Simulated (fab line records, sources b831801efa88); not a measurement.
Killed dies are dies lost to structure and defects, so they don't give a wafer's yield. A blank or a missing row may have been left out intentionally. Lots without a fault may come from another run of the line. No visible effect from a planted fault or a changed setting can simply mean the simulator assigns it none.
fab line records + flow gf180mcu
[record]
- lots = 15
- wafers = 45
- last-day = 34
route steps=602 shown V2@383
lots that met no fault: taken from a fault-free run of the same line
start-h: the number of hours between the record's first day and the start of the first shown wafer of the lot + wait-h: how many hours have passed since the lot's step before this one + " unchanged from the row above + L1.1+2: a row that stands for several wafers + - no value, or no start given + * or withheld: withheld + < > ~ a bound
route shown NAME@n: NAME is a module with steps in the file, n the number in the route of the first one + usual: average and standard deviation across the fault-free wafers + same: alike in all rows + chamber/n: place in a boat + sites: the reading at each site + _std_site: the values' standard deviation + _edge_site: mean of outer sites minus mean of inner sites + radius-mm: how far each site lies from the wafer's centre + mask NAME#n: copy n + behind: the last tool/chamber to shape the wafer + hold: why the lot went on hold/how many hours it stayed there/how the hold came to an end + device: the transistor (n, p or np) that didn't switch + end of line: the tests these same wafers got at the end of their route + where a step has no rows: the recipe by itself + killed: at the first sort, the dies lost to defects and structure; wafer yield is something else + map: per-die view of a wafer (x killed, . not killed, _ where there is no die)
set.NAME: setting as actually run; set.NAME@STEP: the setting as run at that earlier step + model.NAME: the simulator's own value behind a step, which no gauge read
one table for each step of the route and one row for each wafer, over a sample of lots
services: a tool's chamber out of use, with start hour (start-h, from the record's first day; less than 0 if before it), hours out, and reason
[[steps]]
[step GF_V2_THK_MEAS_01]
[recipe]
- reads = SiO2_of_V2_CVD_00
[usual]
- V2_CVD_00_THK = 599/5.1
| lot.wafer | tool          | chamber | start-h | wait-h | V2_CVD_00_THK[nm] |
|-----------|---------------|---------|---------|--------|-------------------|
| L169.4    | film-metro-03 | -       | 434.57  | 0.0    | 596               |
| L169.5    | "             | -       | "       | "      | 597               |
| L169.6    | "             | -       | "       | "      | 598               |
| L171.1    | film-metro-04 | -       | 473.46  | 0.0    | 601               |
| L171.2    | "             | -       | "       | "      | 597               |
| L171.6    | "             | -       | "       | "      | 600               |
| L172.1    | film-metro-04 | -       | 477.09  | 0.0    | 603               |
| L172.4    | "             | -       | "       | "      | 600               |
| L172.6    | "             | -       | "       | "      | 596               |
| L173.1    | film-metro-04 | -       | 481.14  | 0.0    | 601               |
| L173.2    | "             | -       | "       | "      | 599               |
| L173.6    | "             | -       | "       | "      | 602               |
| L174.2    | film-metro-04 | -       | 485.97  | 0.0    | 600               |
| L174.4    | "             | -       | "       | "      | 598               |
| L174.5    | "             | -       | "       | "      | 587               |
| L178.1    | film-metro-04 | -       | 539.36  | 0.0    | 603               |
| L178.3    | "             | -       | "       | "      | 601               |
| L178.4    | "             | -       | "       | "      | 610               |
| L181.1    | film-metro-04 | -       | 543.32  | 0.0    | 594               |
| L181.3    | "             | -       | "       | "      | 592               |
| L181.4    | "             | -       | "       | "      | 597               |
| L182.3    | film-metro-03 | -       | 562.12  | 0.1    | 596               |
| L182.4    | "             | -       | "       | "      | 596               |
| L182.5    | "             | -       | "       | "      | 598               |
| L184.1    | film-metro-04 | -       | 568.18  | 0.0    | 603               |
| L184.2    | "             | -       | "       | "      | 600               |
| L184.5    | "             | -       | "       | "      | 601               |
| L185.3    | film-metro-01 | -       | 585.41  | 0.1    | 591               |
| L185.5    | "             | -       | "       | "      | 594               |
| L185.6    | "             | -       | "       | "      | 592               |
| L187.1    | film-metro-04 | -       | 604.00  | 0.0    | 595               |
| L187.5    | "             | -       | "       | "      | 604               |
| L187.6    | "             | -       | "       | "      | 600               |
| L188.1    | film-metro-03 | -       | 608.30  | 0.0    | 605               |
| L188.2    | "             | -       | "       | "      | 606               |
| L188.3    | "             | -       | "       | "      | 602               |
| L189.2    | film-metro-01 | -       | 610.80  | 0.0    | 596               |
| L189.4    | "             | -       | "       | "      | 596               |
| L189.5    | "             | -       | "       | "      | 607               |
| L190.2    | film-metro-03 | -       | 614.15  | 0.0    | 602               |
| L190.4    | "             | -       | "       | "      | 597               |
| L190.5    | "             | -       | "       | "      | 597               |
| L191.1    | film-metro-01 | -       | 614.88  | 0.0    | 591               |
| L191.5    | "             | -       | "       | "      | 601               |
| L191.6    | "             | -       | "       | "      | 591               |
[step GF_V2_DEVELOP_13]
[recipe]
- develop-time-s = 60
- resist = KrF
- dev-temp-c = 21
[usual]
- chill-plate-temp-C = 22.99/0.11
- develop-time-s = 60/0
| lot.wafer | tool           | chamber | start-h | wait-h | chill-plate-temp-C | develop-time-s |
|-----------|----------------|---------|---------|--------|--------------------|----------------|
| L169.4    | litho-track-01 | 0       | 459.62  | 0.1    | 23.04              | 60             |
| L169.5    | "              | 0       | "       | "      | 23.17              | 60             |
| L169.6    | "              | 0       | "       | "      | 22.86              | 60             |
| L171.1    | litho-track-03 | 0       | 497.56  | 0.2    | 22.79              | 60             |
| L171.2    | "              | 0       | "       | "      | 22.80              | 60             |
| L171.6    | "              | 0       | "       | "      | 22.96              | 60             |
| L172.1    | litho-track-03 | 0       | 501.71  | 0.2    | 22.89              | 60             |
| L172.4    | "              | 0       | "       | "      | 22.96              | 60             |
| L172.6    | "              | 0       | "       | "      | 22.73              | 60             |
| L173.1    | litho-track-03 | 0       | 505.26  | 0.2    | 22.93              | 60             |
| L173.2    | "              | 0       | "       | "      | 22.84              | 60             |
| L173.6    | "              | 0       | "       | "      | 22.87              | 60             |
| L174.2    | litho-track-03 | 0       | 509.68  | 0.2    | 23.07              | 60             |
| L174.4    | "              | 0       | "       | "      | 23.09              | 60             |
| L174.5    | "              | 0       | "       | "      | 23.11              | 60             |
| L178.1    | litho-track-02 | 0       | 559.36  | 0.2    | 22.95              | 60             |
| L178.3    | "              | 0       | "       | "      | 23.00              | 60             |
| L178.4    | "              | 0       | "       | "      | 23.20              | 60             |
| L181.1    | litho-track-03 | 0       | 564.46  | 0.2    | 22.95              | 60             |
| L181.3    | "              | 0       | "       | "      | 23.00              | 60             |
| L181.4    | "              | 0       | "       | "      | 22.85              | 60             |
| L182.3    | litho-track-02 | 0       | 583.96  | 0.1    | 23.05              | 60             |
| L182.4    | "              | 0       | "       | "      | 22.85              | 60             |
| L182.5    | "              | 0       | "       | "      | 22.83              | 60             |
| L184.1    | litho-track-01 | -       | 589.40  | 0.2    | -                  | -              |
| L184.2    | "              | -       | "       | "      | -                  | -              |
| L184.5    | "              | -       | "       | "      | -                  | -              |
| L185.3    | litho-track-03 | -       | 606.96  | 0.1    | -                  | -              |
| L185.5    | "              | -       | "       | "      | -                  | -              |
| L185.6    | "              | -       | "       | "      | -                  | -              |
| L187.1    | litho-track-01 | -       | 624.95  | 0.2    | -                  | -              |
| L187.5    | "              | -       | "       | "      | -                  | -              |
| L187.6    | "              | -       | "       | "      | -                  | -              |
| L188.1    | litho-track-01 | 0       | 629.25  | 0.2    | 23.08              | 60             |
| L188.2    | "              | 0       | "       | "      | 22.99              | 60             |
| L188.3    | "              | 0       | "       | "      | 22.96              | 60             |
| L189.2    | litho-track-01 | 0       | 631.87  | 0.2    | 22.98              | 60             |
| L189.4    | "              | 0       | "       | "      | 22.88              | 60             |
| L189.5    | "              | 0       | "       | "      | 22.99              | 60             |
| L190.2    | litho-track-02 | 0       | 635.03  | 0.2    | 23.09              | 60             |
| L190.4    | "              | 0       | "       | "      | 23.09              | 60             |
| L190.5    | "              | 0       | "       | "      | 22.82              | 60             |
| L191.1    | litho-track-01 | 0       | 635.95  | 0.2    | 23.11              | 60             |
| L191.5    | "              | 0       | "       | "      | 23.03              | 60             |
| L191.6    | "              | 0       | "       | "      | 22.95              | 60             |
[step GF_V2_STRIP_18]
[recipe]
- chemistry = O2/N2
- power-w = 1400
- pressure-mtorr = 1500
- platen-temp-c = 250
- o2-flow-sccm = 3000
- n2-flow-sccm = 300
- overash-fraction = 0.5
[usual]
- drypump-motor-current-A = 5.9/0.48
- heater-power-w = 363/39
- oes-product-au = 0.592/0.0048
[same]
- overash-fraction = 0.5
| lot.wafer | tool            | chamber | start-h | wait-h | drypump-motor-current-A | heater-power-w | oes-product-au | rf-hours-counter-h |
|-----------|-----------------|---------|---------|--------|-------------------------|----------------|----------------|--------------------|
| L169.4    | plasma-asher-02 | 1       | 460.02  | -      | 5.4                     | 376            | 0.589          | -                  |
| L169.5    | "               | 0       | "       | "      | 6.4                     | 401            | 0.591          | -                  |
| L169.6    | "               | 1       | "       | "      | 5.4                     | 367            | 0.584          | -                  |
| L171.1    | plasma-asher-03 | 1       | 497.99  | -      | 5.8                     | 349            | 0.584          | 73                 |
| L171.2    | "               | 0       | "       | "      | 5.4                     | 301            | 0.592          | 73                 |
| L171.6    | "               | 1       | "       | "      | 5.8                     | 353            | 0.592          | -                  |
| L172.1    | plasma-asher-01 | 1       | 502.14  | -      | 6.1                     | 306            | 0.589          | 84                 |
| L172.4    | "               | 0       | "       | "      | 6.4                     | 329            | 0.600          | -                  |
| L172.6    | "               | 1       | "       | "      | 6.1                     | 311            | 0.588          | -                  |
| L173.1    | plasma-asher-01 | 0       | 505.69  | -      | 6.5                     | 326            | 0.592          | 85                 |
| L173.2    | "               | 1       | "       | "      | 6.1                     | 310            | 0.591          | 85                 |
| L173.6    | "               | 1       | "       | "      | 6.1                     | 315            | 0.597          | -                  |
| L174.2    | plasma-asher-03 | 0       | 510.09  | -      | 5.4                     | 294            | 0.597          | 74                 |
| L174.4    | "               | 0       | "       | "      | 5.4                     | 296            | 0.594          | -                  |
| L174.5    | "               | 0       | "       | "      | 5.4                     | 297            | 0.600          | -                  |
| L178.1    | plasma-asher-02 | 0       | 559.79  | -      | 6.4                     | 399            | 0.601          | 47                 |
| L178.3    | "               | 1       | "       | "      | 5.4                     | 369            | 0.591          | -                  |
| L178.4    | "               | 0       | "       | "      | 6.4                     | 408            | 0.595          | -                  |
| L181.1    | plasma-asher-01 | 0       | 564.95  | -      | 6.5                     | 333            | 0.600          | 90                 |
| L181.3    | "               | 0       | "       | "      | 6.4                     | 327            | 0.593          | -                  |
| L181.4    | "               | 1       | "       | "      | 6.1                     | 307            | 0.588          | -                  |
| L182.3    | plasma-asher-02 | 1       | 584.49  | -      | 5.4                     | 372            | 0.591          | -                  |
| L182.4    | "               | 0       | "       | "      | 6.4                     | 420            | 0.591          | -                  |
| L182.5    | "               | 1       | "       | "      | 5.4                     | 370            | 0.593          | -                  |
| L184.1    | plasma-asher-03 | 0       | 589.85  | -      | 5.3                     | 296            | 0.594          | 83                 |
| L184.2    | "               | 1       | "       | "      | 5.8                     | 352            | 0.605          | 83                 |
| L184.5    | "               | 0       | "       | "      | 5.4                     | 288            | 0.590          | -                  |
| L185.3    | plasma-asher-03 | 0       | 607.37  | -      | 5.4                     | 298            | 0.597          | -                  |
| L185.5    | "               | 0       | "       | "      | 5.4                     | 299            | 0.593          | -                  |
| L185.6    | "               | 1       | "       | "      | 5.8                     | 356            | 0.604          | -                  |
| L187.1    | plasma-asher-03 | 1       | 625.38  | -      | 5.8                     | 350            | 0.594          | 87                 |
| L187.5    | "               | 0       | "       | "      | 5.4                     | 295            | 0.602          | -                  |
| L187.6    | "               | 1       | "       | "      | 5.8                     | 359            | 0.587          | -                  |
| L188.1    | plasma-asher-02 | 1       | 629.68  | -      | 5.4                     | 366            | 0.589          | 57                 |
| L188.2    | "               | 0       | "       | "      | 6.4                     | 407            | 0.596          | 57                 |
| L188.3    | "               | 0       | "       | "      | 6.4                     | 405            | 0.604          | -                  |
| L189.2    | plasma-asher-02 | 1       | 632.28  | -      | 5.4                     | 361            | 0.591          | 57                 |
| L189.4    | "               | 1       | "       | "      | 5.4                     | 365            | 0.590          | -                  |
| L189.5    | "               | 1       | "       | "      | 5.4                     | 357            | 0.583          | -                  |
| L190.2    | plasma-asher-02 | 0       | 635.44  | -      | 6.4                     | 412            | 0.592          | 58                 |
| L190.4    | "               | 1       | "       | "      | 5.4                     | 365            | 0.595          | -                  |
| L190.5    | "               | 1       | "       | "      | 5.4                     | 368            | 0.593          | -                  |
| L191.1    | plasma-asher-02 | 1       | 636.38  | -      | 5.4                     | 368            | 0.600          | 58                 |
| L191.5    | "               | 0       | "       | "      | 6.4                     | 403            | 0.599          | -                  |
| L191.6    | "               | 1       | "       | "      | 5.4                     | 357            | 0.600          | -                  |
[step GF_V2_CVD_23]
[recipe]
- material = W
- target-thk-nm = 350
- time-s = 104.94
- temp-c = 400
- pressure-torr = 40
[usual]
- heater-power-w = 871/31
| lot.wafer | tool     | chamber | start-h | wait-h | heater-power-w |
|-----------|----------|---------|---------|--------|----------------|
| L169.4    | cvd-w-02 | 0       | 461.00  | 0.1    | 862            |
| L169.5    | "        | 0       | "       | "      | 866            |
| L169.6    | "        | 1       | "       | "      | 908            |
| L171.1    | cvd-w-02 | 1       | 498.63  | 0.0    | 916            |
| L171.2    | "        | 0       | "       | "      | 875            |
| L171.6    | "        | 1       | "       | "      | 916            |
| L172.1    | cvd-w-02 | 0       | 503.12  | 0.0    | 860            |
| L172.4    | "        | 0       | "       | "      | 877            |
| L172.6    | "        | 0       | "       | "      | 893            |
| L173.1    | cvd-w-01 | 1       | 506.42  | 0.0    | 859            |
| L173.2    | "        | 1       | "       | "      | 866            |
| L173.6    | "        | 1       | "       | "      | 868            |
| L174.2    | cvd-w-02 | 0       | 510.73  | 0.0    | 888            |
| L174.4    | "        | 0       | "       | "      | 885            |
| L174.5    | "        | 1       | "       | "      | 912            |
| L178.1    | cvd-w-01 | 0       | 560.46  | 0.0    | 829            |
| L178.3    | "        | 1       | "       | "      | 878            |
| L178.4    | "        | 0       | "       | "      | 819            |
| L181.1    | cvd-w-02 | 0       | 565.94  | 0.0    | 869            |
| L181.3    | "        | 0       | "       | "      | 896            |
| L181.4    | "        | 1       | "       | "      | 914            |
| L182.3    | cvd-w-02 | 0       | 585.12  | 0.1    | 906            |
| L182.4    | "        | 1       | "       | "      | 891            |
| L182.5    | "        | 1       | "       | "      | 918            |
| L184.1    | cvd-w-01 | 0       | 590.49  | 0.0    | 812            |
| L184.2    | "        | 1       | "       | "      | 862            |
| L184.5    | "        | 1       | "       | "      | 857            |
| L185.3    | cvd-w-02 | 1       | 608.04  | 0.1    | 927            |
| L185.5    | "        | 1       | "       | "      | 890            |
| L185.6    | "        | 0       | "       | "      | 909            |
| L187.1    | cvd-w-01 | 1       | 626.02  | 0.0    | 875            |
| L187.5    | "        | 1       | "       | "      | 868            |
| L187.6    | "        | 0       | "       | "      | 839            |
| L188.1    | cvd-w-01 | 0       | 630.32  | 0.0    | 832            |
| L188.2    | "        | 1       | "       | "      | 838            |
| L188.3    | "        | 1       | "       | "      | 861            |
| L189.2    | cvd-w-01 | 0       | 632.92  | 0.0    | 841            |
| L189.4    | "        | 1       | "       | "      | 838            |
| L189.5    | "        | 1       | "       | "      | 873            |
| L190.2    | cvd-w-01 | 0       | 636.08  | 0.0    | 855            |
| L190.4    | "        | 0       | "       | "      | 808            |
| L190.5    | "        | 1       | "       | "      | 842            |
| L191.1    | cvd-w-02 | 1       | 637.05  | 0.0    | 939            |
| L191.5    | "        | 0       | "       | "      | 856            |
| L191.6    | "        | 1       | "       | "      | 914            |
[[services]]
| tool            | chamber | start-h | hours | kind   |
|-----------------|---------|---------|-------|--------|
| plasma-asher-02 | -       | 451.09  | 2.6   | repair |
| plasma-asher-01 | -       | 462.55  | 0.8   | repair |
| plasma-asher-01 | -       | 464.39  | 4.3   | pm     |
| cvd-w-01        | -       | 482.39  | 14.6  | pm     |
| cvd-w-01        | 0       | 501.08  | 9.1   | repair |
| cvd-w-01        | -       | 511.12  | 1.4   | repair |
| plasma-asher-02 | -       | 529.04  | 2.2   | repair |
| plasma-asher-01 | -       | 540.52  | 10.0  | repair |
| plasma-asher-03 | -       | 548.91  | 4.3   | pm     |
| cvd-w-02        | -       | 557.02  | 1.0   | repair |
| cvd-w-02        | -       | 558.93  | 6.9   | pm     |
| plasma-asher-03 | -       | 581.57  | 5.9   | repair |
| cvd-w-02        | -       | 592.60  | 14.6  | pm     |
[[key]]
[first-sign]
- step = GF_V2_DEVELOP_13
- reading = tool-record
- direction = missing
effect none on later readings
met-at GF_V2_DEVELOP_13
struck-lots L184,L185,L187
later-rows-left-out L184.1,L184.2,L184.5,L185.3,L185.5,L185.6,L187.1,L187.5,L187.6
sort-left-out L184.1,L184.2,L184.5,L185.3,L185.5,L185.6,L187.1,L187.5,L187.6
not-acting-at GF_V2_THK_MEAS_01,GF_V2_STRIP_18,GF_V2_CVD_23
onset-between 564.46 589.40
[fault]
- kind = skipped-step-whole
- tool = litho-track-01,litho-track-03
- chamber = -
- onset-h = 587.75
- steps = GF_V2_DEVELOP_13
- scope = struck-lots-only
// sort-left-out: the simulated sort isn't trusted on such a fault, so these wafers' sort isn't shown, and their yield isn't known
// later-rows-left-out: the simulator's readings of these wafers behind a module that went badly wrong aren't trusted and aren't shown, but for the sort
